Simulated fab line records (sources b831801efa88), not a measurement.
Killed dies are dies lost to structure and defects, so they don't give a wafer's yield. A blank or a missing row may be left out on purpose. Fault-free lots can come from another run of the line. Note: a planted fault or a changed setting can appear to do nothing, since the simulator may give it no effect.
Which of the tools did it? / flow gf180mcu / 18 wafers from 6 lots sampled at 4 of the route's 602 steps

WHAT THE GAUGES SHOWED, per wafer
GF_V1_CD_MEAS_14 targets a cd of 260 nm.
lot=L573; measured=day 19 00:45; on=cd sem-01; cd nm (nm)=260.4 260.2 260.7
lot=L575; measured=day 19 18:29; on=cd sem-02; cd nm (nm)=261.4 259.1 260.0
lot=L577; measured=day 20 18:49; on=cd sem-01; cd nm (nm)=262.4 260.0 260.2
lot=L579; measured=day 21 07:02; on=cd sem-02; cd nm (nm)=259.8 259.8 259.4
lot=L586; measured=day 23 19:04; on=cd sem-01; cd nm (nm)=255.9 262.5 255.5
lot=L589; measured=day 24 16:13; on=cd sem-02; cd nm (nm)=257.0 261.8 255.9

EACH LOT AND THE TOOL THAT RAN IT (in order: tool; ch and the chambers of the sampled wafers; start)
lot=L573; GF_M1_SPUTTER_00=pvd sputter-01, day 17 00:04; GF_M1_SPUTTER_03=pvd sputter-01, day 17 00:14; GF_V1_SOFTBAKE_10=litho track-04 ch 0, day 18 12:00
lot=L575; GF_M1_SPUTTER_00=pvd sputter-02, day 17 17:04; GF_M1_SPUTTER_03=pvd sputter-02, day 17 17:13; GF_V1_SOFTBAKE_10=litho track-01 ch 0, day 19 06:00
lot=L577; GF_M1_SPUTTER_00=pvd sputter-03, day 18 16:53; GF_M1_SPUTTER_03=pvd sputter-03, day 18 17:03; GF_V1_SOFTBAKE_10=litho track-03 ch 0, day 20 06:00
lot=L579; GF_M1_SPUTTER_00=pvd sputter-03, day 19 05:01; GF_M1_SPUTTER_03=pvd sputter-03, day 19 05:11; GF_V1_SOFTBAKE_10=litho track-03 ch 0, day 20 18:00
lot=L586; GF_M1_SPUTTER_00=pvd sputter-01, day 21 18:58; GF_M1_SPUTTER_03=pvd sputter-01, day 21 19:09; GF_V1_SOFTBAKE_10=litho track-04 ch 0, day 23 07:00
lot=L589; GF_M1_SPUTTER_00=pvd sputter-02, day 22 17:56; GF_M1_SPUTTER_03=pvd sputter-02, day 22 18:06; GF_V1_SOFTBAKE_10=litho track-04 ch 0, day 24 05:00
- GF_M1_SPUTTER_00: material Ti, target thk 37.5 nm, time 150 s.
- GF_M1_SPUTTER_03: material Ti, target thk 10 nm, time 6.7 s.
- GF_V1_SOFTBAKE_10: time 60 s.

THE ANSWER, worked out from the rows above alone
Rule: what is usual is taken from the lots themselves. The widest of any qualifying gaps counts: lots, ordered by their means at a reading, are off when they make up no more than a third of the lots, leave a main group of 4 or more, and stand apart from it by 3 or more times the standard deviation of that group's means. If all means in a main group match to the digits the tables above print for the reading, that group is not used. A lot without any number at a reading at which 4 lots or more have one is off too. Where the step has rows for the other lots, those lots are counted as sound.
Off: L586, L589, at GF_V1_CD_MEAS_14 (cd nm). The main group has a mean of 260.3 nm with a standard deviation of 0.43.
A tool fits if, at a process step before that reading, it ran every lot that is off, and no sound lot after the first of them. Those tools and the gauges at GF_V1_CD_MEAS_14 are tried in the same way. One candidate fits, namely litho track-04 at GF_V1_SOFTBAKE_10. Its last sound lot is L573 (day 18 12:00), its first lot that is off L586 (day 23 07:00): a fault that began between those two fits.

WHAT THE SIMULATOR HAD PUT IN
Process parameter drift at GF_V1_SOFTBAKE_10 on litho track-04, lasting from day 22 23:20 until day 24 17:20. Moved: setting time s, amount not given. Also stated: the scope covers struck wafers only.
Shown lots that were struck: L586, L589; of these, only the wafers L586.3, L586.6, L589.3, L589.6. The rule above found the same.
